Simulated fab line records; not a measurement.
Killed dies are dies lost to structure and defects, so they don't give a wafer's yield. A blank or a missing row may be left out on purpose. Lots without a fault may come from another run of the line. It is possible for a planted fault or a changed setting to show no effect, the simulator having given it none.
One fault seen from 2 desks | flow gf180mcu | each desk holds nothing but its own numbers, with what lay behind them at the end

== THE TOOL OWNER'S DESK: pvd sputter-02 ==
The tool's own readings at GF_V3_SPUTTER_21 (material Ti, target thk 15 nm, time 80.02 s): means of the sampled wafers that have a number, for each lot that ran on this tool. If a lot's mean is further than 4 standard deviations from the usual mean, the lot is out of limits and carries the mark OUT (the distance appears in the brackets).
Columns: A = throttle valve pct at GF_V3_SPUTTER_21, usual 30.2 %
lot  | first seen here | A
L177 | day 22 18:20    | 29.8
L187 | day 26 09:10    | 30.2
L190 | day 27 02:31    | 29.9
This desk's verdict: no lot among the 3 shows anything out of limits.

== THE METROLOGY DESK ==
Means of the sampled wafers that have a number, per lot and without regard to the tool the lot ran on: this is what the gauges read. If a lot's mean is further than 4 standard deviations from the usual mean, the lot is out of limits and carries the mark OUT (the distance appears in the brackets).
Columns: A = cd nm at GF_V3_CD_MEAS_14, usual 260.2 nm; B = V3_OVL at GF_V3_OVL_MEAS_15, usual 3 nm
lot  | first seen here | A     | B
L177 | day 22 17:32    | 261.6 | -2
L182 | day 24 15:53    | 259.1 | 3
L187 | day 26 08:24    | 261.2 | 0
L190 | day 27 01:46    | 262.3 | 1
L193 | day 28 01:23    | 261.7 | 6
L198 | day 29 09:02    | 259.9 | 6
This desk's verdict: no lot among the 6 shows anything out of limits.

== PUT TOGETHER ==
The desk of the tool owner found nothing out of limits.
At the metrology desk, nothing out of limits was observed.

== WHAT THE SIMULATOR HAD PUT IN ==
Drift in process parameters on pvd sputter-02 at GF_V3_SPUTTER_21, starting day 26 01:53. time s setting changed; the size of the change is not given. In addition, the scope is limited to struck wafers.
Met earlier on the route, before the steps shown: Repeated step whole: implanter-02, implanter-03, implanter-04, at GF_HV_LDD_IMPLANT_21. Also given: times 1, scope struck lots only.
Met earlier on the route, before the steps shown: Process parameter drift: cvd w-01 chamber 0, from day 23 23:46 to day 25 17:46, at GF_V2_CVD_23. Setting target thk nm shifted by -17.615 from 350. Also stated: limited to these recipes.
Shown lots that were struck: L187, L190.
